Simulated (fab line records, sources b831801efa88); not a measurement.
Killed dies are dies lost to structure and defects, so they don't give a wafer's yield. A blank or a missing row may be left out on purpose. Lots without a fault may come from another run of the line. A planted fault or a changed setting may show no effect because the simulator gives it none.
One fault seen from 2 desks | flow sky130 | each desk has only its own numbers; what lay behind them comes last

THE TOOL OWNER'S DESK: pvd_sputter-01
The tool's own readings at SKY_METAL2_SPUTTER_03 (material Ti, target thk 5 nm, time 3.3 s): means of the sampled wafers that have a number, for each lot that ran on this tool. A lot is out of limits, marked OUT, if its mean lies more than 4 standard deviations from the usual mean; the brackets give that distance.
Columns: A = throttle_valve_pct at SKY_METAL2_SPUTTER_03, usual 30.0 %
lot  | first seen here | A
L909 | day 34 21:59    | 30.6
L913 | day 36 06:56    | 30.8
L915 | day 36 18:02    | 30.1
L916 | day 37 04:14    | 30.2
L922 | day 38 23:35    | 30.0
L928 | day 41 05:27    | 30.8
This desk's finding: nothing out of limits on any of the 6 lots.

THE METROLOGY DESK
What the gauges read, lot by lot, whatever tool the lot ran on: means of the sampled wafers that have a number. A lot is out of limits, marked OUT, if its mean lies more than 4 standard deviations from the usual mean; the brackets give that distance.
Columns: A = VIA4_W_THK at SKY_VIA4_THK_MEAS_20, usual 479 nm
lot  | first seen here | A
L906 | day 42 05:01    | 488
L907 | day 42 11:07    | 476
L908 | day 43 01:34    | 473
L909 | day 43 14:14    | 473
L910 | day 44 00:56    | 468
L911 | day 44 02:13    | 479
L913 | day 44 16:26    | 475
L914 | day 44 21:34    | 479
L915 | day 45 03:08    | 486
L916 | day 45 09:20    | 484
L922 | day 46 21:37    | 472
L928 | day 48 19:20    | 479
This desk's finding: nothing out of limits on any of the 12 lots.

PUT TOGETHER
The tool owner's desk saw nothing out of limits.
The metrology desk saw nothing out of limits.

WHAT THE SIMULATOR HAD PUT IN
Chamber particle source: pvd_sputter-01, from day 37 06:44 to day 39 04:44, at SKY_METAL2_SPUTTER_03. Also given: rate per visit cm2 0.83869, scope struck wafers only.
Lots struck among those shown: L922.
